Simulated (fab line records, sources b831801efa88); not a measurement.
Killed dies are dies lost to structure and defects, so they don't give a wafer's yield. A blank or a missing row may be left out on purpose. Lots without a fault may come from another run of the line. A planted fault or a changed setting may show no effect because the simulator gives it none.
Which tool did it? | flow gf180mcu | 24 lots, 72 wafers sampled, at 6 steps of a route of 602

WHAT THE GAUGES READ, wafer by wafer
GF_STI_THK_MEAS_04.
lot  | measured    | on            | STI_CVD_03_THK (nm)
L074 | day 1 13:59 | film_metro-01 | 207.9 208.1 206.7
L075 | day 1 18:34 | film_metro-01 | 208.9 206.4 207.5
L076 | day 1 23:34 | film_metro-03 | 204.9 206.8 205.2
L077 | day 2 05:25 | film_metro-01 | 205.7 205.9 205.8
L078 | day 2 10:33 | film_metro-01 | 207.7 208.9 207.3
L079 | day 2 14:34 | film_metro-03 | 208.0 207.4 207.5
L080 | day 2 19:49 | film_metro-01 | 207.3 206.7 206.6
L081 | day 3 00:36 | film_metro-04 | 210.1 209.2 210.6
L082 | day 3 05:34 | film_metro-03 | 207.8 209.3 209.7
L083 | day 3 12:11 | film_metro-03 | 209.5 206.7 207.3
L084 | day 3 15:35 | film_metro-01 | 208.7 207.8 209.5
L085 | day 3 22:47 | film_metro-03 | 207.7 209.7 207.5
L086 | day 4 01:35 | film_metro-01 | 206.6 209.4 209.5
L087 | day 4 06:40 | film_metro-04 | 208.2 209.4 210.5
L088 | day 4 12:58 | film_metro-03 | 209.1 208.8 208.5
L089 | day 4 16:34 | film_metro-03 | 209.3 208.2 208.3
L090 | day 4 21:35 | film_metro-04 | 208.6 209.3 207.9
L091 | day 5 02:34 | film_metro-03 | 208.4 208.0 207.1
L092 | day 5 09:23 | film_metro-01 | 207.4 206.9 204.3
L093 | day 5 13:38 | film_metro-01 | 208.2 208.2 207.7
L094 | day 5 17:34 | film_metro-04 | 206.5 207.7 208.4
L095 | day 5 22:40 | film_metro-04 | 207.9 208.8 208.9
L096 | day 6 03:34 | film_metro-01 | 207.6 205.6 206.7
L097 | day 6 08:34 | film_metro-04 | 206.2 207.2 205.3

GF_STI_THK_MEAS_24.
lot  | measured    | on            | STI_CVD_23_THK (nm)
L074 | day 2 04:21 | film_metro-01 | 644 652 649
L075 | day 2 08:12 | film_metro-03 | 644 648 647
L076 | day 2 14:00 | film_metro-03 | 649 654 650
L077 | day 2 20:18 | film_metro-04 | 639 641 632
L078 | day 3 01:13 | film_metro-03 | 647 639 640
L079 | day 3 05:52 | film_metro-03 | 650 646 652
L080 | day 3 10:51 | film_metro-04 | 649 643 650
L081 | day 3 15:40 | film_metro-04 | 659 639 640
L082 | day 3 21:17 | film_metro-03 | 638 631 648
L083 | day 4 03:57 | film_metro-01 | 642 654 642
L084 | day 4 06:34 | film_metro-01 | 644 656 646
L085 | day 4 15:02 | film_metro-04 | 642 646 638
L086 | day 4 17:40 | film_metro-01 | 642 651 655
L087 | day 4 23:00 | film_metro-04 | 650 653 650
L088 | day 5 06:58 | film_metro-04 | 653 657 656
L089 | day 5 09:35 | film_metro-01 | 641 655 660
L090 | day 5 14:17 | film_metro-04 | 643 649 650
L091 | day 5 19:24 | film_metro-01 | 643 652 656
L092 | day 6 02:44 | film_metro-01 | 651 652 664
L093 | day 6 07:29 | film_metro-01 | 638 643 643
L094 | day 6 11:16 | film_metro-03 | 650 641 658
L095 | day 6 16:08 | film_metro-01 | 652 642 646
L096 | day 6 21:26 | film_metro-01 | 639 649 650
L097 | day 7 02:08 | film_metro-03 | 651 653 649

GF_STI_THK_MEAS_30.
lot  | measured    | on            | STI_OXIDATION_02_THK (nm)
L074 | day 2 06:42 | film_metro-01 | 10.02 10.34 10.24
L075 | day 2 10:58 | film_metro-04 | 10.22 10.22 10.30
L076 | day 2 17:19 | film_metro-04 | 10.00 9.99 9.97
L077 | day 2 22:39 | film_metro-04 | 9.97 9.78 9.72
L078 | day 3 04:36 | film_metro-01 | 10.17 10.23 10.29
L079 | day 3 08:14 | film_metro-03 | 10.28 10.25 10.19
L080 | day 3 13:43 | film_metro-04 | 10.22 10.27 10.12
L081 | day 3 19:22 | film_metro-01 | 9.70 9.67 9.61
L082 | day 4 00:55 | film_metro-04 | 10.01 9.89 9.92
L083 | day 4 06:20 | film_metro-01 | 10.32 10.29 10.28
L084 | day 4 09:20 | film_metro-03 | 9.97 10.07 10.04
L085 | day 4 17:24 | film_metro-04 | 10.05 9.87 9.93
L086 | day 4 20:01 | film_metro-04 | 9.98 9.78 9.79
L087 | day 5 01:55 | film_metro-04 | 9.94 9.84 9.95
L088 | day 5 10:11 | film_metro-01 | 10.19 10.05 10.06
L089 | day 5 12:06 | film_metro-03 | 9.78 9.81 10.00
L090 | day 5 16:56 | film_metro-01 | 10.06 10.26 9.94
L091 | day 5 21:56 | film_metro-04 | 9.76 9.90 9.82
L092 | day 6 05:05 | film_metro-03 | 9.70 9.82 9.82
L093 | day 6 09:57 | film_metro-01 | 10.04 10.13 9.91
L094 | day 6 13:37 | film_metro-01 | 9.89 9.67 9.72
L095 | day 6 18:48 | film_metro-01 | 9.86 9.80 9.95
L096 | day 6 23:47 | film_metro-03 | 9.80 9.84 10.05
L097 | day 7 04:29 | film_metro-01 | 10.05 10.02 9.93

GF_MVSD_OVL_MEAS_07.
lot  | measured     | on         | MVSD_OVL (nm)
L074 | day 4 13:54  | overlay-02 | -0.6 -2.3 -1.8
L075 | day 4 18:24  | overlay-02 | -0.5 -1.1 -1.5
L076 | day 5 01:36  | overlay-02 | -1.1 -1.1 -1.4
L077 | day 5 07:13  | overlay-02 | -2.2 -0.8 -1.8
L078 | day 5 13:51  | overlay-01 | 0.5 0.4 0.0
L079 | day 5 17:45  | overlay-02 | 0.4 0.8 -2.5
L080 | day 6 00:39  | overlay-01 | -3.0 1.0 -0.6
L081 | day 6 05:52  | overlay-02 | 1.2 -1.1 0.8
L082 | day 6 13:48  | overlay-01 | -0.4 -0.8 -1.8
L083 | day 6 19:27  | overlay-01 | 0.6 1.1 -0.2
L084 | day 6 21:47  | overlay-02 | -1.4 -0.9 -0.3
L085 | day 7 08:03  | overlay-02 | -0.4 1.8 -2.0
L086 | day 7 11:13  | overlay-02 | 0.7 -0.2 1.1
L087 | day 7 17:36  | overlay-02 | -1.7 -2.0 -1.9
L088 | day 8 03:16  | overlay-02 | -0.8 -3.0 -1.0
L089 | day 8 05:45  | overlay-02 | -1.7 0.7 -0.6
L090 | day 8 10:55  | overlay-02 | -0.1 -0.5 0.9
L091 | day 8 15:09  | overlay-02 | -0.3 1.4 -1.8
L092 | day 9 00:43  | overlay-02 | -0.7 0.1 -1.1
L093 | day 9 05:09  | overlay-02 | -1.8 -2.1 -1.4
L094 | day 9 08:42  | overlay-02 | -2.9 -3.1 -5.4
L095 | day 9 15:28  | overlay-01 | 0.0 -0.7 0.3
L096 | day 9 21:06  | overlay-02 | -0.2 -2.0 -0.9
L097 | day 10 03:15 | overlay-02 | 0.3 0.0 -1.4

GF_VT_IMPLANT_TW_MEAS_21.
lot  | measured     | on            | VT_IMPLANT_2_TW
L074 | day 6 12:34  | film_metro-03 | 1208 1202 1195
L075 | day 6 17:29  | film_metro-01 | 1191 1192 1193
L076 | day 7 00:33  | film_metro-01 | 1194 1199 1196
L077 | day 7 07:03  | film_metro-02 | 1210 1208 1214
L078 | day 7 14:35  | film_metro-03 | 1196 1188 1199
L079 | day 7 19:31  | film_metro-03 | 1190 1196 1195
L080 | day 8 02:34  | film_metro-01 | 1199 1202 1197
L081 | day 8 07:42  | film_metro-03 | 1190 1194 1193
L082 | day 8 16:14  | film_metro-02 | 1207 1213 1206
L083 | day 8 23:24  | film_metro-02 | 1201 1207 1206
L084 | day 9 00:45  | film_metro-01 | 1194 1197 1198
L085 | day 9 12:34  | film_metro-03 | 1198 1203 1191
L086 | day 9 16:04  | film_metro-02 | 1205 1212 1208
L087 | day 9 22:53  | film_metro-03 | 1196 1199 1194
L088 | day 10 08:24 | film_metro-03 | 1197 1200 1208
L089 | day 10 12:45 | film_metro-03 | 1205 1202 1206
L090 | day 10 16:52 | film_metro-03 | 1203 1205 1205
L091 | day 10 23:29 | film_metro-03 | 1203 1207 1200
L092 | day 11 09:23 | film_metro-02 | 1210 1205 1209
L093 | day 11 13:45 | film_metro-02 | 1201 1208 1206
L094 | day 11 18:50 | film_metro-01 | 1197 1192 1193
L095 | day 12 01:43 | film_metro-01 | 1188 1197 1198
L096 | day 12 07:44 | film_metro-03 | 1201 1200 1204
L097 | day 12 13:50 | film_metro-01 | 1189 1196 1194

GF_VT_IMPLANT_OVL_MEAS_29.
lot  | measured     | on         | VT_IMPLANT_02_OVL (nm)
L074 | day 7 04:51  | overlay-02 | -2.5 -0.6 0.0
L075 | day 7 09:45  | overlay-02 | 2.3 1.7 -0.3
L076 | day 7 17:02  | overlay-02 | -1.4 -1.7 -1.4
L077 | day 7 23:17  | overlay-02 | 0.1 -0.2 -1.8
L078 | day 8 06:46  | overlay-02 | -0.5 0.5 -0.8
L079 | day 8 11:51  | overlay-01 | -1.3 -1.8 -1.9
L080 | day 8 18:51  | overlay-02 | -1.7 -2.5 -1.7
L081 | day 9 01:01  | overlay-02 | -1.3 0.2 0.7
L082 | day 9 09:37  | overlay-01 | -0.6 0.7 0.4
L083 | day 9 17:00  | overlay-02 | -1.7 -1.5 -3.6
L084 | day 9 18:20  | overlay-02 | -0.7 -0.9 0.0
L085 | day 10 06:39 | overlay-02 | 1.4 1.1 0.9
L086 | day 10 10:31 | overlay-02 | -1.4 -1.8 -2.0
L087 | day 10 17:12 | overlay-01 | 0.3 0.4 0.4
L088 | day 11 02:50 | overlay-01 | -0.2 0.6 -0.5
L089 | day 11 06:49 | overlay-02 | -1.4 -2.6 -0.6
L090 | day 11 11:47 | overlay-01 | 0.8 0.9 0.0
L091 | day 11 19:11 | overlay-01 | 0.2 -2.6 -1.8
L092 | day 12 04:58 | overlay-02 | -1.5 1.4 -1.4
L093 | day 12 08:46 | overlay-02 | 1.8 -0.4 -1.1
L094 | day 12 14:50 | overlay-02 | 0.3 0.1 -0.8
L095 | day 12 20:37 | overlay-01 | 1.1 -0.1 2.2
L096 | day 13 04:16 | overlay-01 | 0.4 2.4 1.6
L097 | day 13 09:54 | overlay-01 | 2.4 2.3 0.4

WHICH TOOL RAN EACH LOT (tool, then ch and the chambers of the sampled wafers, then the start)
The record holds no process step before these readings.

WHAT THE TOOLS THEMSELVES READ (means of the sampled wafers that have a number; where no wafer has one, the mark that the record gives instead)
The record holds no such reading with a usual standard deviation.

THE ANSWER, worked out from the rows above alone
Rule: what is usual is taken from the lots themselves. Put in order of their means at a reading, lots are off if they are a third of the lots or fewer, leave a main group of 4 or more, and stand apart from it by a gap of 3 or more times the standard deviation of the main group's means; of several such gaps the widest counts. A main group whose means are all the same, to the digits that the tables above print for the reading, isn't used. A lot without any number at a reading at which 4 lots or more have one is off too. The other lots that the step has rows for count as sound. The gauges are gone through in route order, then the tools' own readings, and for those a lot's mean is taken as printed above. The first step at which some lot is off is used, and at that step the reading that is off furthest; a lot without a number counts as furthest.
No lot is off at any reading shown: from this, nothing can be told.

WHAT THE SIMULATOR HAD PUT IN
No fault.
